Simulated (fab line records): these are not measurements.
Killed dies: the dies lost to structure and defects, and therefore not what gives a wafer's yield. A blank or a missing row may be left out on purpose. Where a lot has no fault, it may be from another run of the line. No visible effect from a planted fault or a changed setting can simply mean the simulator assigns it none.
Matching of chambers ; flow gf180mcu ; pecvd-01 running GF_V3_CVD_02: 3 sister chambers
The step deposits SiO2 from TEOS, target thk 850 nm, time 94.851 s. 18 wafers are shown with their chamber, then 9 later ones without.

## WAFERS WITH THEIR CHAMBER
wafer;chamber;heaterPowerW (W);rfFwdPowerW (W)
L075.2;1;741;597.6
L075.3;0;698;594.3
L075.4;0;784;597.3
L080.1;1;830;597.2
L080.2;0;824;596.1
L080.3;2;613;596.4
L084.3;0;785;593.9
L084.5;0;834;596.3
L084.6;2;505;600.7
L087.1;1;799;593.7
L087.2;0;799;594.0
L087.3;2;612;600.3
L087.4;2;647;598.7
L087.5;0;825;597.5
L087.6;1;842;592.3
L090.2;0;793;596.3
L090.3;1;736;594.2
L090.6;2;654;599.4

SIGNATURES, as means of the wafers listed above
reading;chamber 0;chamber 1;chamber 2;scatter within a chamber
heaterPowerW;792.75;789.60;606.20;49.6
rfFwdPowerW;595.712;595.000;599.100;1.78
Rule: a wafer's distance from a chamber is the root of the sum, over the readings, of the square of ((its reading less the chamber's mean) divided by the reading's scatter). If the next closest chamber is less than 2 further off than the closest, the wafer can't be placed; otherwise it belongs to the closest. The scatter: the root of (the sum of the squares of (reading less its chamber's mean) over the shown wafers, divided by (wafers less chambers)).

## WAFERS WITH NO CHAMBER GIVEN
wafer;heaterPowerW (W);rfFwdPowerW (W)
L092.1;755;599.6
L092.2;787;595.9
L092.5;837;595.6
L093.2;826;596.1
L093.3;758;595.0
L093.6;652;597.0
L094.3;580;598.2
L094.4;812;599.3
L094.6;760;595.3

## EACH ONE'S CHAMBER
wafer;from the rows above;in truth
L092.1;can't be placed: 0 or 1 or 2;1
L092.2;can't be placed: 0 or 1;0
L092.5;can't be placed: 0 or 1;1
L093.2;can't be placed: 0 or 1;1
L093.3;can't be placed: 1 or 0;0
L093.6;can't be placed: 2 or 0 or 1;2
L094.3;2;2
L094.4;can't be placed: 0 or 1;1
L094.6;can't be placed: 1 or 0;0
1 of 9 placed correctly. From these rows, 8 cannot be placed; in 8 the true chamber is one of the candidates. Wrongly placed: 0.
